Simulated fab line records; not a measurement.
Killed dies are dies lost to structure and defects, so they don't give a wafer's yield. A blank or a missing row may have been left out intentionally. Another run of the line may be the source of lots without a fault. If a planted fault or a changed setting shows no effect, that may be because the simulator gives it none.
Which tool is to blame? || flow sky130 || 18 wafers from 6 lots sampled at 2 of the route's 708 steps

== WHAT THE GAUGES READ, wafer by wafer ==
SKY_SD_N_OVL_MEAS_08.
{"lot": "L958", "measured": "day 28 16:13", "on": "overlay-02", "SD_N_OVL (nm)": "-2.7 -0.9 0.5"}
{"lot": "L960", "measured": "day 29 03:16", "on": "overlay-01", "SD_N_OVL (nm)": "1.4 2.8 2.4"}
{"lot": "L964", "measured": "day 31 01:43", "on": "overlay-02", "SD_N_OVL (nm)": "0.2 2.2 -0.2"}
{"lot": "L966", "measured": "day 31 07:45", "on": "overlay-01", "SD_N_OVL (nm)": "-91.0 -90.5 -90.5"}
{"lot": "L968", "measured": "day 32 03:52", "on": "overlay-01", "SD_N_OVL (nm)": "-91.4 -90.5 -88.3"}
{"lot": "L978", "measured": "day 35 22:40", "on": "overlay-01", "SD_N_OVL (nm)": "1.7 2.6 1.1"}

== TOOL THAT RAN EACH LOT (tool first, then ch and the chambers of the sampled wafers, then the start) ==
{"lot": "L958", "SKY_SD_N_EXPOSE_04": "iline stepper-01 ch 0, day 28 00:15"}
{"lot": "L960", "SKY_SD_N_EXPOSE_04": "iline stepper-01 ch 0, day 28 14:26"}
{"lot": "L964", "SKY_SD_N_EXPOSE_04": "iline stepper-02 ch 0, day 30 11:40"}
{"lot": "L966", "SKY_SD_N_EXPOSE_04": "iline stepper-01 ch 0, day 30 16:20"}
{"lot": "L968", "SKY_SD_N_EXPOSE_04": "iline stepper-01 ch 0, day 31 14:04"}
{"lot": "L978", "SKY_SD_N_EXPOSE_04": "iline stepper-02 ch 0, day 35 07:33"}
- SKY_SD_N_EXPOSE_04: exposes mask NSDM, target cd 380 nm.

== THE ANSWER, worked out from the rows above alone ==
Rule: the lots themselves supply what counts as usual. The widest of any qualifying gaps counts: lots, ordered by their means at a reading, are off when they make up no more than a third of the lots, leave a main group of 4 or more, and stand apart from it by 3 or more times the standard deviation of that group's means. A main group whose means are all the same, to the digits that the tables above print for the reading, isn't used. Also off: a lot with no number at a reading for which 4 or more lots have one. All remaining lots with rows at the step are treated as sound.
Off: L966, L968, seen at SKY_SD_N_OVL_MEAS_08 (SD_N_OVL). For the main group the mean is 0.9 nm and the standard deviation 1.3.
If a tool, at a process step before that reading, ran all the lots that are off and no sound lot after the first of them, it fits. Gauges at SKY_SD_N_OVL_MEAS_08: tried the same way as those tools. One candidate fits, namely iline stepper-01 at SKY_SD_N_EXPOSE_04. A fault onset in the window from L960 (day 28 14:26, its last sound lot) to L966 (day 30 16:20, its first lot off) fits.

== WHAT WAS PUT IN BY THE SIMULATOR ==
Scanner matching overlay: iline stepper-01, from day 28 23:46 on, at SKY_SD_N_EXPOSE_04. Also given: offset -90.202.
Shown lots that were struck: L966, L968. The same result came from the rule above.
